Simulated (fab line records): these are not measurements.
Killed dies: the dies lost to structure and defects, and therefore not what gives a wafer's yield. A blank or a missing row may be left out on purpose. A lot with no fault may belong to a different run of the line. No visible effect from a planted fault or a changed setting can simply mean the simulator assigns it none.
fab line records	flow gf180mcu
record lots=5	wafers=15	last-day=34
route steps=602 shown M4@468 V4@476 MIM@503 PASSIVATION@602
lots untouched by any fault: they come from a run of this same line in which no faults occurred
start-h: start of the lot's first displayed wafer, in hours after the record's first day	wait-h: hours since the lot's step before	" same as the row above	L1.1+2: a row that stands for several wafers	- no value, or no start given	* or withheld: withheld	< > ~ a bound
route shown NAME@n: names a module that has steps shown in the file, with the first one's number in the route	usual: the fault-free wafers' mean and standard deviation	same: alike in all rows	chamber/n: place in a boat	sites: each site's reading	_std_site: their standard deviation	_edge_site: the outer-site mean with the inner-site mean subtracted	radius-mm: how far each site lies from the wafer's centre	mask NAME#n: copy n	behind: the last tool/chamber to shape the wafer	hold: what put the lot on hold/how long, in hours/how the hold closed	device: transistor that didn't switch, given as n, p or np	end of line: tests of these same wafers at the route's end	where a step has no rows: the recipe by itself	killed: at the first sort, the dies lost to defects and structure; wafer yield is something else	map: per-die view of a wafer (x killed, . not killed, _ where there is no die)
set.NAME: the setting the step ran with; set.NAME@STEP: the setting that earlier step ran with	model.NAME: the simulator's own value behind a step, which no gauge read
a table for each step, a row for each wafer; lots at some steps of the route
services: the hour from which a tool's chamber was out of use, counted from the record's first day as start-h (under 0 if before that day), plus the number of hours and why
## steps
# step GF_M4_PEB_12
# recipe peb-temp-c=135	peb-time-s=90	resist=KrF
# step GF_M4_DEVELOP_13
# recipe develop-time-s=60	dev-temp-c=21
# step GF_M4_CD_MEAS_14
# recipe target-cd-nm=280
# usual cd-nm=280.3/1.3
lot.wafer	tool	chamber	start-h	wait-h	cd-nm
L256.2	cd-sem-01	-	576.55	0.1	281.9
L256.3	"	-	"	"	280.5
L256.5	"	-	"	"	281.1
L258.2	cd-sem-01	-	577.42	0.1	278.7
L258.3	"	-	"	"	278.8
L258.5	"	-	"	"	279.4
L267.3	cd-sem-01	-	655.02	0.1	278.3
L267.4	"	-	"	"	279.6
L267.6	"	-	"	"	278.4
L271.3	cd-sem-02	-	678.12	0.1	280.2
L271.5	"	-	"	"	280.8
L271.6	"	-	"	"	281.8
L276.3	cd-sem-01	-	709.97	0.1	278.5
L276.4	"	-	"	"	277.1
L276.5	"	-	"	"	278.5
# step GF_M4_OVL_MEAS_15
# usual M4_OVL=1/4.5
lot.wafer	tool	chamber	start-h	wait-h	M4_OVL[nm]
L256.2	overlay-02	-	576.65	0.1	-2
L256.3	"	-	"	"	-1
L256.5	"	-	"	"	1
L258.2	overlay-01	-	577.53	0.1	3
L258.3	"	-	"	"	-4
L258.5	"	-	"	"	-4
L267.3	overlay-02	-	655.11	0.1	-2
L267.4	"	-	"	"	0
L267.6	"	-	"	"	3
L271.3	overlay-02	-	678.21	0.1	11
L271.5	"	-	"	"	0
L271.6	"	-	"	"	4
L276.3	overlay-01	-	710.06	0.1	-1
L276.4	"	-	"	"	7
L276.5	"	-	"	"	0
# step GF_M4_METAL_ETCH_16
# recipe chemistry=Cl2/BCl3	mask-material=KrF	target-depth-nm=627.5	stop-on=SiO2	pressure-mtorr=8	icp-w=800	bias-w=140	Cl2_flow_sccm=80	bcl3-flow-sccm=40	time-s=104.6
# usual bias-w=140.0/0.41	drypump-motor-current-A=5.74/0.23	oes-product-au=0.969/0.0074	throttle-valve-pct=28.252/0.011
lot.wafer	tool	chamber	start-h	wait-h	bias-w	drypump-motor-current-A	oes-product-au	rf-hours-counter-h	throttle-valve-pct
L256.2	rie-metal-04	1	576.68	0.0	140.5	5.57	0.968	11	28.259
L256.3	"	1	"	"	139.9	5.52	0.964	-	28.276
L256.5	"	0	"	"	140.6	5.66	0.966	-	28.269
L258.2	rie-metal-02	0	577.56	0.0	140.4	5.54	0.963	9	28.248
L258.3	"	1	"	"	140.2	5.85	0.966	-	28.259
L258.5	"	1	"	"	139.6	5.84	0.960	-	28.286
L267.3	rie-metal-02	0	655.17	0.1	139.6	5.56	0.963	-	28.238
L267.4	"	1	"	"	139.8	5.83	0.969	-	28.258
L267.6	"	0	"	"	139.7	5.56	0.966	-	28.253
L271.3	rie-metal-04	1	678.27	0.1	141.2	5.52	0.971	-	28.257
L271.5	"	1	"	"	140.4	5.49	0.981	-	28.255
L271.6	"	0	"	"	140.5	5.67	0.972	-	28.264
L276.3	rie-metal-02	1	710.16	0.1	139.6	5.85	0.970	-	28.255
L276.4	"	1	"	"	139.8	5.82	0.969	-	28.231
L276.5	"	1	"	"	139.9	5.84	0.967	-	28.242
# step GF_M4_STRIP_17
# recipe chemistry=O2/N2	power-w=1400	pressure-mtorr=1500	platen-temp-c=250	o2-flow-sccm=3000	n2-flow-sccm=300	overash-fraction=0.5
# usual drypump-motor-current-A=5.7/0.55	heater-power-w=326/29	oes-product-au=0.559/0.005	strip-time-to-endpoint-s=7.91/0.06
lot.wafer	tool	chamber	start-h	wait-h	drypump-motor-current-A	heater-power-w	oes-product-au	rf-hours-counter-h	strip-time-to-endpoint-s
L256.2	plasma-asher-03	0	576.79	0.1	5.5	301	0.548	14	7.80
L256.3	"	1	"	"	5.5	345	0.560	-	7.82
L256.5	"	0	"	"	5.5	305	0.556	-	7.89
L258.2	plasma-asher-03	1	577.67	0.1	5.5	345	0.561	15	7.82
L258.3	"	0	"	"	5.5	296	0.562	-	7.89
L258.5	"	1	"	"	5.5	350	0.555	-	7.94
L267.3	plasma-asher-03	1	655.28	0.1	5.5	339	0.560	-	7.97
L267.4	"	0	"	"	5.5	301	0.562	-	7.98
L267.6	"	0	"	"	5.5	302	0.558	-	7.98
L271.3	plasma-asher-01	1	678.38	0.1	6.2	321	0.557	-	7.86
L271.5	"	1	"	"	6.2	328	0.551	-	7.84
L271.6	"	0	"	"	4.9	307	0.559	-	7.92
L276.3	plasma-asher-01	1	710.34	0.1	6.2	326	0.559	-	7.96
L276.4	"	0	"	"	4.9	310	0.557	-	7.95
L276.5	"	1	"	"	6.2	329	0.555	-	7.95
# step GF_M4_STRIP_18
# recipe chemistry=post-etch-residue-remover	time-s=1200	temp-c=72.5
# step GF_M4_CLEAN_19
# recipe chemistry=DIW	dry=n2-spin
# step GF_V4_CVD_00
# recipe material=SiO2	target-thk-nm=600	sigma-open-frac=0.3	temp-c=400	time-s=100	sih4-flow-sccm=60	pressure-mtorr=6
# step GF_V4_THK_MEAS_01
# recipe reads=SiO2_of_V4_CVD_00
# usual V4_CVD_00_THK=603/7
lot.wafer	tool	chamber	start-h	wait-h	V4_CVD_00_THK[nm]
L256.2	film-metro-01	-	577.41	0.0	606
L256.3	"	-	"	"	613
L256.5	"	-	"	"	602
L258.2	film-metro-03	-	578.32	0.0	601
L258.3	"	-	"	"	598
L258.5	"	-	"	"	604
L267.3	film-metro-04	-	655.90	0.1	612
L267.4	"	-	"	"	609
L267.6	"	-	"	"	612
L271.3	film-metro-04	-	678.97	0.1	614
L271.5	"	-	"	"	617
L271.6	"	-	"	"	612
L276.3	film-metro-04	-	710.94	0.1	618
L276.4	"	-	"	"	606
L276.5	"	-	"	"	605
# step GF_V4_CVD_02
# recipe material=SiO2	target-thk-nm=850	precursor=TEOS	temp-c=400	time-s=94.851	rf-w=600
# usual heater-power-w=658/86
lot.wafer	tool	chamber	start-h	wait-h	heater-power-w
L256.2	pecvd-02	0	577.46	0.0	607
L256.3	"	1	"	"	531
L256.5	"	2	"	"	601
L258.2	pecvd-01	2	578.37	0.0	657
L258.3	"	1	"	"	636
L258.5	"	1	"	"	524
L267.3	pecvd-02	0	655.94	0.0	651
L267.4	"	0	"	"	525
L267.6	"	1	"	"	645
L271.3	pecvd-03	0	679.04	0.1	645
L271.5	"	1	"	"	772
L271.6	"	0	"	"	724
L276.3	pecvd-03	1	710.98	0.0	784
L276.4	"	0	"	"	663
L276.5	"	1	"	"	782
# step GF_V4_THK_MEAS_03
# recipe reads=SiO2_of_V4_CVD_02
# usual V4_CVD_02_THK=855/11
lot.wafer	tool	chamber	start-h	wait-h	V4_CVD_02_THK[nm]
L256.2	film-metro-04	-	577.54	0.0	866
L256.3	"	-	"	"	851
L256.5	"	-	"	"	864
L258.2	film-metro-01	-	578.45	0.0	835
L258.3	"	-	"	"	832
L258.5	"	-	"	"	844
L267.3	film-metro-01	-	656.03	0.1	865
L267.4	"	-	"	"	874
L267.6	"	-	"	"	857
L271.3	film-metro-01	-	679.13	0.1	863
L271.5	"	-	"	"	857
L271.6	"	-	"	"	847
L276.3	film-metro-03	-	711.07	0.1	842
L276.4	"	-	"	"	851
L276.5	"	-	"	"	856
# step GF_V4_CMP_04
# recipe material=SiO2	down-force-psi=4	platen-rpm=60	pad-velocity-m-s=0.94248
# usual edge-zone-pressure-frac=1.000/0.0043	motor-current-A=11.2/1.1	time-to-endpoint-s=80/6.6
lot.wafer	tool	chamber	start-h	wait-h	edge-zone-pressure-frac	motor-current-A	time-to-endpoint-s	model.SiO2_of_V4_CVD_02.thk-nm
L256.3	cmp-01	3	577.79	0.2	0.997	9.5	67	630.5
L256.2	"	0	"	"	1.002	11.9	81	631
L256.5	"	1	"	"	1.001	10.0	83	631.2
L258.3	cmp-02	3	578.50	0.0	1.003	11.7	73	633.1
L258.2	"	0	"	"	0.998	12.2	67	631.9
L258.5	"	0	"	"	0.998	11.8	72	631.2
L267.3	cmp-01	0	656.07	0.0	0.999	12.6	91	632.6
L267.4	"	2	"	"	1.005	11.2	38	792.8
L267.6	"	1	"	"	1.000	9.9	88	632.4
L271.3	cmp-02	2	679.22	0.1	0.999	12.0	82	633
L271.6	"	1	"	"	1.003	9.6	76	633.4
L271.5	"	2	"	"	0.997	11.8	81	632.6
L276.4	cmp-02	2	711.20	0.1	1.004	11.9	80	633.8
L276.3	"	3	"	"	0.997	12.2	75	633.7
L276.5	"	1	"	"	0.998	9.8	78	632.7
# step GF_V4_BOW_MEAS_05
# recipe mode=bow
# usual V4_BOW=135/9.7
lot.wafer	tool	chamber	start-h	wait-h	hold	V4_BOW[um]
L256.2	film-metro-01	-	578.01	0.1	-	139
L256.3	"	-	"	"	-	130
L256.5	"	-	"	"	-	150
L258.2	film-metro-03	-	578.82	0.2	-	153
L258.3	"	-	"	"	-	139
L258.5	"	-	"	"	-	147
L267.3	film-metro-01	-	656.42	0.3	await-dispo/0.2h/release	137
L267.4	"	-	"	"	await-dispo/0.2h/release	144
L267.6	"	-	"	"	await-dispo/0.2h/release	141
L267.3	film-metro-01	-	656.75	0.3	-	-
L267.4	"	-	"	"	-	-
L267.6	"	-	"	"	-	-
L271.3	film-metro-01	-	679.51	0.2	-	137
L271.5	"	-	"	"	-	150
L271.6	"	-	"	"	-	149
L276.3	film-metro-03	-	711.49	0.2	-	126
L276.4	"	-	"	"	-	119
L276.5	"	-	"	"	-	141
# step GF_V4_HMDS_07
# recipe prime-time-s=60	prime-temp-c=120
# step GF_V4_COAT_08
# recipe resist=BARC	temp-c=withheld	time-s=withheld	spin-rpm=withheld	resist-thk-nm=withheld
# step GF_V4_COAT_09
# recipe resist=KrF	spin-rpm=withheld	resist-thk-nm=1000
# step GF_V4_SOFTBAKE_10
# recipe temp-c=130	time-s=60	resist=KrF
# step GF_V4_EXPOSE_11
# recipe mask-id=Via4	target-cd-nm=260	na=0.68	source-shape=conventional	sigma-outer=0.6	dose-mj=38
# step GF_V4_PEB_12
# recipe peb-temp-c=135	peb-time-s=90	resist=KrF
# step GF_V4_DEVELOP_13
# recipe develop-time-s=60	resist=KrF	dev-temp-c=21
# step GF_V4_CD_MEAS_14
# recipe target-cd-nm=260
# usual cd-nm=259.6/1.2
lot.wafer	tool	chamber	start-h	wait-h	cd-nm
L256.2	cd-sem-02	-	599.82	0.1	259.5
L256.3	"	-	"	"	261.0
L256.5	"	-	"	"	260.6
L258.2	cd-sem-01	-	600.61	0.1	261.4
L258.3	"	-	"	"	261.2
L258.5	"	-	"	"	261.1
L267.3	cd-sem-02	-	674.49	0.1	259.1
L267.4	"	-	"	"	259.8
L267.6	"	-	"	"	260.4
L271.3	cd-sem-02	-	697.92	0.1	261.3
L271.5	"	-	"	"	261.5
L271.6	"	-	"	"	260.0
L276.3	cd-sem-01	-	729.54	0.1	257.8
L276.4	"	-	"	"	257.2
L276.5	"	-	"	"	258.4
# step GF_V4_OVL_MEAS_15
# usual V4_OVL=7/5.9
lot.wafer	tool	chamber	start-h	wait-h	V4_OVL[nm]
L256.2	overlay-02	-	599.93	0.1	7
L256.3	"	-	"	"	5
L256.5	"	-	"	"	7
L258.2	overlay-01	-	600.71	0.1	4
L258.3	"	-	"	"	9
L258.5	"	-	"	"	4
L267.3	overlay-01	-	674.58	0.1	5
L267.4	"	-	"	"	9
L267.6	"	-	"	"	14
L271.3	overlay-01	-	698.01	0.1	7
L271.5	"	-	"	"	6
L271.6	"	-	"	"	12
L276.3	overlay-02	-	729.63	0.1	11
L276.4	"	-	"	"	8
L276.5	"	-	"	"	4
# step GF_V4_ETCH_16
# recipe chemistry=N2/H2	target-depth-a=withheld	overetch-a=withheld	time-s=withheld	target=BARC	ion-energy-ev=200	source-w=500	bias-w=100	pressure-mtorr=30	n2-flow-sccm=100	h2-flow-sccm=200
# step GF_V4_ETCH_17
# recipe chemistry=C4F8/O2/Ar	mask-material=KrF	target=SiO2	stop-on=TiN	source-w=1500	bias-w=1200	pressure-mtorr=40	c4f8-flow-sccm=withheld	O2_flow_sccm=6	Ar_flow_sccm=300	time-s=withheld	target-depth-a=6300
# usual bias-w=1200/3.6	oes-product-au=0.855/0.0049
lot.wafer	tool	chamber	start-h	wait-h	bias-w	oes-product-au	model.etch.depth-nm	model.V4.feature-depth-nm
L256.2	rie-diel-04	0	-	-	1201	0.853	631	631
L256.3	"	3	"	"	1199	0.852	630.5	630.5
L256.5	"	3	"	"	1202	0.856	631.2	631.2
L258.2	rie-diel-03	0	-	-	1201	0.851	631.9	631.9
L258.3	"	2	"	"	1193	0.866	633.1	633.1
L258.5	"	1	"	"	1200	0.850	631.2	631.2
L267.3	rie-diel-02	3	-	-	1198	0.855	632.6	632.6
L267.4	"	0	"	"	1196	0.972	792.8	792.8
L267.6	"	2	"	"	1197	0.855	632.4	632.4
L271.3	rie-diel-02	2	-	-	1202	0.855	633	633
L271.5	"	0	"	"	1197	0.850	632.6	632.6
L271.6	"	3	"	"	1199	0.851	633.4	633.4
L276.3	rie-diel-02	3	-	-	1206	0.868	633.7	633.7
L276.4	"	0	"	"	1197	0.854	633.8	633.8
L276.5	"	2	"	"	1196	0.861	632.7	632.7
# step GF_V4_STRIP_18
# recipe chemistry=O2/N2	power-w=1400	pressure-mtorr=1500	platen-temp-c=250	o2-flow-sccm=3000	n2-flow-sccm=300	overash-fraction=0.5
# step GF_V4_STRIP_19
# recipe chemistry=post-etch-residue-remover	time-s=1200	temp-c=72.5
# step GF_V4_CLEAN_20
# recipe chemistry=DIW	dry=n2-spin
# step GF_V4_SPUTTER_21
# recipe material=Ti	target-thk-nm=15	chamber-pressure-pa=5	power-w=2500	substrate-temp-c=200	time-s=80.02
# step GF_V4_SPUTTER_22
# recipe material=TiN	target-thk-nm=10	chamber-pressure-pa=5	power-w=4000	time-s=40
# step GF_V4_CVD_23
# recipe material=W	target-thk-nm=350	time-s=104.9	temp-c=400	pressure-torr=40
# usual heater-power-w=801/35
lot.wafer	tool	chamber	start-h	wait-h	heater-power-w
L256.2	cvd-w-01	1	600.72	0.0	779
L256.3	"	1	"	"	753
L256.5	"	1	"	"	780
L258.2	cvd-w-02	0	601.50	0.0	761
L258.3	"	1	"	"	858
L258.5	"	1	"	"	835
L267.3	cvd-w-02	1	675.48	0.1	834
L267.4	"	1	"	"	842
L267.6	"	1	"	"	842
L271.3	cvd-w-02	0	698.90	0.1	784
L271.5	"	1	"	"	823
L271.6	"	0	"	"	773
L276.3	cvd-w-02	1	730.49	0.1	854
L276.4	"	0	"	"	793
L276.5	"	1	"	"	868
# step GF_V4_RS_MEAS_24
# recipe thk-meas-gauge=four-point-probe	reads=W_of_V4_CVD_23+TiN_of_V4_SPUTTER_22+Ti_of_V4_SPUTTER_21
# usual V4_W_RS=0.331/0.0047
lot.wafer	tool	chamber	start-h	wait-h	V4_W_RS[ohm/sq]
L256.2	film-metro-04	-	600.85	0.1	0.333
L256.3	"	-	"	"	0.332
L256.5	"	-	"	"	0.327
L258.2	film-metro-03	-	601.64	0.1	0.331
L258.3	"	-	"	"	0.335
L258.5	"	-	"	"	0.337
L267.3	film-metro-01	-	675.67	0.2	0.334
L267.4	"	-	"	"	0.333
L267.6	"	-	"	"	0.332
L271.3	film-metro-01	-	699.01	0.1	0.326
L271.5	"	-	"	"	0.332
L271.6	"	-	"	"	0.329
L276.3	film-metro-01	-	730.60	0.1	0.346
L276.4	"	-	"	"	0.337
L276.5	"	-	"	"	0.340
# step GF_V4_THK_MEAS_25
# recipe thk-meas-gauge=xrf	reads=W_of_V4_CVD_23
# usual V4_W_THK=352/5.9
lot.wafer	tool	chamber	start-h	wait-h	V4_W_THK[nm]
L256.2	film-metro-04	-	600.96	0.1	346
L256.3	"	-	"	"	347
L256.5	"	-	"	"	351
L258.2	film-metro-03	-	601.75	0.1	354
L258.3	"	-	"	"	351
L258.5	"	-	"	"	347
L267.3	film-metro-01	-	675.77	0.1	344
L267.4	"	-	"	"	345
L267.6	"	-	"	"	347
L271.3	film-metro-01	-	699.11	0.1	357
L271.5	"	-	"	"	354
L271.6	"	-	"	"	354
L276.3	film-metro-01	-	730.70	0.1	338
L276.4	"	-	"	"	347
L276.5	"	-	"	"	346
# step GF_V4_CMP_26
# recipe stop-on=SiO2	down-force-psi=3.5	platen-rpm=60	t-overpolish-s=15	target-thk-nm=0	pad-velocity-m-s=0.94248
# usual edge-zone-pressure-frac=1.001/0.0048	motor-current-A=10.1/1.1
lot.wafer	tool	chamber	start-h	wait-h	edge-zone-pressure-frac	motor-current-A	model.SiO2_of_V4_CVD_02.thk-nm
L256.3	cmp-02	1	601.06	0.1	0.993	8.7	626.7
L256.2	"	2	"	"	0.996	11.4	627.2
L256.5	"	1	"	"	1.005	9.1	627.4
L258.2	cmp-01	3	601.90	0.1	0.993	9.2	628.2
L258.3	"	0	"	"	1.005	10.9	629.3
L258.5	"	1	"	"	1.001	9.4	627.4
L267.4	cmp-02	2	675.86	0.1	1.001	10.6	789
L267.3	"	0	"	"	1.010	11.3	628.8
L267.6	"	2	"	"	1.002	11.5	628.6
L271.3	cmp-01	0	699.30	0.2	0.999	11.3	629.2
L271.6	"	1	"	"	1.002	9.0	629.6
L271.5	"	2	"	"	1.005	9.9	628.8
L276.4	cmp-01	2	730.79	0.1	0.998	10.5	630
L276.3	"	0	"	"	1.000	11.5	629.9
L276.5	"	1	"	"	0.999	9.1	628.9
# step GF_MIM_SPUTTER_00
# recipe material=Ti	target-thk-nm=37.5	arriving-ion-energy-ev=80	substrate-temp-c=200	chamber-pressure-pa=2	power-w=4000	time-s=150
# usual throttle-valve-pct=30.2/0.58
lot.wafer	tool	chamber	start-h	wait-h	throttle-valve-pct
L256.2	pvd-sputter-04	-	601.31	0.1	29.7
L256.3	"	-	"	"	29.7
L256.5	"	-	"	"	30.7
L258.2	pvd-sputter-04	-	602.10	0.1	29.6
L258.3	"	-	"	"	29.9
L258.5	"	-	"	"	29.5
L267.3	pvd-sputter-04	-	676.11	0.1	30.0
L267.4	"	-	"	"	29.3
L267.6	"	-	"	"	29.6
L271.3	pvd-sputter-03	-	699.45	0.1	31.1
L271.5	"	-	"	"	31.0
L271.6	"	-	"	"	30.2
L276.3	pvd-sputter-04	-	731.04	0.1	30.4
L276.4	"	-	"	"	29.6
L276.5	"	-	"	"	29.5
# step GF_PASSIVATION_PROBE_99
lot.wafer	tool	chamber	start-h	wait-h	hold	model.etest.via4-chain.rc-ohm
L256.2	prober-02	-	706.31	0.1	-	6.289
L256.3	prober-02	-	706.36	0.2	-	6.309
L256.5	prober-02	-	706.46	0.2	-	6.248
L258.2	prober-01	-	707.31	0.1	-	6.084
L258.3	prober-01	-	707.36	0.2	-	6.098
L258.5	prober-01	-	707.46	0.2	-	6.496
L267.3	prober-01	-	770.89	0.2	await-dispo/5.9h/release	6.293
L267.4	prober-01	-	770.94	0.2	await-dispo/5.9h/release	7.446
L267.6	prober-01	-	771.04	0.2	await-dispo/5.9h/release	6.655
L271.3	prober-02	-	791.51	0.2	-	6.404
L271.5	prober-02	-	791.61	0.2	-	6.189
L271.6	prober-02	-	791.66	0.2	-	5.926
L276.3	prober-01	-	815.96	0.2	-	6.763
L276.4	prober-01	-	816.01	0.2	-	6.256
L276.5	prober-01	-	816.06	0.2	-	6.369
# killed by level:class
L256.2 POLY_GATE:geometric-particle:short=4 V1:geometric-particle:open=4 CONTACT:geometric-particle:short=3 M1:geometric-particle:short=3 V2:geometric-particle:open=3 V4:geometric-particle:open=3 V3:geometric-particle:short=2 M4:geometric-particle:short=2
L256.3 V1:geometric-particle:open=7 V5:geometric-particle:open=5 V2:geometric-particle:open=4 CONTACT:geometric-particle:open=3 V1:geometric-particle:short=3 V4:geometric-particle:short=3 V4:geometric-particle:open=3 STI:geometric-particle:open=2
L256.5 SALICIDE:geometric-particle:short=4 V4:geometric-particle:open=4 POLY_GATE:geometric-particle:open=3 V5:geometric-particle:short=3 V2:geometric-particle:short=3 V3:geometric-particle:short=3 V3:geometric-particle:open=3 V5:geometric-particle:open=3
L258.2 V1:geometric-particle:open=3 M4:geometric-particle:short=3 V4:geometric-particle:open=3 POLY_GATE:geometric-particle:open=2 CONTACT:geometric-particle:open=2 CONTACT:geometric-particle:short=2 M1:geometric-particle:short=2 M2:geometric-particle:open=2
L258.3 V1:geometric-particle:open=12 STI:geometric-particle:short=5 CONTACT:geometric-particle:open=5 V5:geometric-particle:open=5 V3:geometric-particle:short=4 STI:geometric-particle:open=2 CONTACT:geometric-particle:short=2 M1:geometric-particle:short=2
L258.5 V3:geometric-particle:open=4 CONTACT:geometric-particle:open=3 M1:geometric-particle:short=3 V1:geometric-particle:open=3 M4:geometric-particle:short=3 V4:geometric-particle:open=3 V4:geometric-particle:short=3 STI:geometric-particle:short=2
L271.3 V1:geometric-particle:open=6 M2:geometric-particle:short=5 V3:geometric-particle:open=4 STI:geometric-particle:open=3 CONTACT:geometric-particle:open=3 V2:geometric-particle:open=2 M4:geometric-particle:short=1 STI:geometric-particle:short=1
L271.5 V4:geometric-particle:open=5 STI:geometric-particle:short=4 CONTACT:geometric-particle:open=4 V2:geometric-particle:short=4 V2:geometric-particle:open=4 V3:geometric-particle:open=4 CONTACT:geometric-particle:short=3 M2:geometric-particle:short=3
L271.6 V2:geometric-particle:open=6 V4:geometric-particle:open=6 V1:geometric-particle:open=5 V3:geometric-particle:open=4 V5:geometric-particle:open=4 STI:geometric-particle:open=3 CONTACT:geometric-particle:open=3 M1:geometric-particle:short=3
L276.3 V2:geometric-particle:open=6 V5:geometric-particle:open=6 M2:geometric-particle:short=5 CONTACT:geometric-particle:open=4 CONTACT:geometric-particle:short=3 V1:geometric-particle:short=3 V4:geometric-particle:open=3 STI:geometric-particle:short=2
L276.4 V4:geometric-particle:open=6 STI:geometric-particle:open=5 CONTACT:geometric-particle:open=5 V2:geometric-particle:open=3 STI:geometric-particle:short=2 POLY_GATE:geometric-particle:short=2 M1:geometric-particle:short=2 V1:geometric-particle:open=2
L276.5 V2:geometric-particle:open=5 V3:geometric-particle:open=5 CONTACT:geometric-particle:open=4 M4:geometric-particle:short=3 POLY_GATE:geometric-particle:short=2 POLY_GATE:geometric-particle:open=2 V1:geometric-particle:open=2 V2:geometric-particle:short=2
# map L256.5 (x killed, . not)
__________..x.x....._________
________x.x..........._______
______.xx..............._____
_____......x........xx...____
____....x..........x......___
___........x...............__
__...x...............x.....x_
_....................xx....x.
_....x............x..x.......
_.............x..............
_..................x.........
_......xx........x.......x...
_...........x................
_x........x.x................
_...........x.....xxx..xxx...
__x.....x....x.............._
___........x.........x.....__
____...................x.x___
_____....................____
______.............x...._____
________....x........._______
__________.........._________
# map L276.3 (x killed, . not)
__________........xx_________
________...xx.xx......_______
______.................x_____
_____....................____
____...x..................___
___.....x.x.....xx......x..__
__....x....................._
_...x..x.....................
_..x..x..x............x......
_...x...x........x...........
_..................x.x....x..
_..................xx........
_....xx..xx.....x............
_............................
_.........x...x...x..........
__.......x...............x.._
___xx..........x.x.......x.__
____.........x...x........___
_____......x.....x.x.....____
______...........xx.x..._____
________.............._______
__________.......x.._________
## services
tool	chamber	start-h	hours	kind
plasma-asher-03	-	565.17	0.3	repair
cmp-02	-	570.45	2.2	repair
rie-diel-04	0	572.17	3.1	repair
cmp-02	-	572.69	4.0	pm
plasma-asher-01	-	576.58	14.6	pm
cmp-01	-	585.91	2.3	repair
plasma-asher-01	-	592.24	28.1	pm
pvd-sputter-04	-	593.23	0.8	repair
rie-metal-02	-	610.44	28.1	pm
plasma-asher-01	-	621.76	2.8	pm
cvd-w-02	-	632.35	6.9	pm
rie-diel-02	-	637.78	0.7	repair
pecvd-02	-	638.73	2.8	pm
cmp-02	-	639.46	4.5	pm
rie-diel-02	0	639.55	15.7	repair
cmp-02	-	644.33	0.7	repair
pvd-sputter-04	-	650.40	0.8	repair
cmp-02	-	652.85	0.4	repair
pecvd-03	2	659.82	45.5	repair
pecvd-02	-	662.69	2.6	repair
cvd-w-02	0	670.93	4.7	repair
rie-metal-02	-	674.66	2.8	pm
pvd-sputter-04	-	697.68	1.8	repair
pecvd-02	-	721.82	0.9	repair
## key
first-sign step=GF_V4_CMP_04	reading=time-to-endpoint-s	direction=down	sigmas=6.3	usual=*	struck=*
effect step=GF_V4_BOW_MEAS_05	reading=visit	direction=added
effect step=GF_V4_ETCH_17	reading=oes-product-au	direction=up	sigmas=24	usual=0.855	struck=0.972
effect step=GF_PASSIVATION_PROBE_99	reading=hold	direction=added
model-effect step=GF_V4_CMP_04	value=SiO2_of_V4_CVD_02.thk-nm	without=634.6	struck=792.8
model-effect step=GF_V4_ETCH_17	value=etch.depth-nm	without=634.6	struck=792.8
model-effect step=GF_V4_CMP_26	value=SiO2_of_V4_CVD_02.thk-nm	without=630.8	struck=789
model-effect step=GF_PASSIVATION_PROBE_99	value=etest.via4-chain.rc-ohm	without=6.166	struck=7.446
met-at GF_V4_CMP_04
struck-wafers L267.4
sort-left-out L267.4
fault kind=process-parameter-drift	tool=cmp-01	chamber=2	onset-h=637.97	steps=GF_V4_CMP_04	channel=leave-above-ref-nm	offset=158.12	shape=step	end-h=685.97	acts-in=these-recipes-only	stated=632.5
# sort-left-out: the simulated sort isn't trusted on such a fault, so these wafers' sort isn't shown, and their yield isn't known
